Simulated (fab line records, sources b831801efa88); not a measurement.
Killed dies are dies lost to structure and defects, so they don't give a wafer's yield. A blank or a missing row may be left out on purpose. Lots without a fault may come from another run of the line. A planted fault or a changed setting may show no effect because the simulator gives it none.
Which tool did it? | flow gf180mcu | 7 lots, 21 wafers sampled, at 1 step of a route of 602

WHAT THE GAUGES READ, wafer by wafer
GF_NSD_TW_MEAS_12.
lot  | measured     | on            | NSD_TW
L154 | day 15 03:04 | film_metro-03 | 4226 4254 4254
L156 | day 15 21:02 | film_metro-02 | 4260 4247 4257
L164 | day 18 11:54 | film_metro-02 | 4261 4250 4237
L166 | day 19 07:09 | film_metro-03 | 4228 4216 4217
L168 | day 19 21:55 | film_metro-01 | 4287 4255 4238
L170 | day 20 17:23 | film_metro-02 | 4231 4233 4244
L172 | day 21 03:20 | film_metro-02 | 4229 4226 4235

WHICH TOOL RAN EACH LOT (tool, then ch and the chambers of the sampled wafers, then the start)
The record holds no process step before these readings.

THE ANSWER, worked out from the rows above alone
Rule: what is usual is taken from the lots themselves. Put in order of their means at a reading, lots are off if they are a third of the lots or fewer, leave a main group of 4 or more, and stand apart from it by a gap of 3 or more times the standard deviation of the main group's means; of several such gaps the widest counts. A main group whose means are all the same, to the digits that the tables above print for the reading, isn't used. A lot without any number at a reading at which 4 lots or more have one is off too. The other lots that the step has rows for count as sound.
No lot is off at any reading shown: from this, nothing can be told.

WHAT THE SIMULATOR HAD PUT IN
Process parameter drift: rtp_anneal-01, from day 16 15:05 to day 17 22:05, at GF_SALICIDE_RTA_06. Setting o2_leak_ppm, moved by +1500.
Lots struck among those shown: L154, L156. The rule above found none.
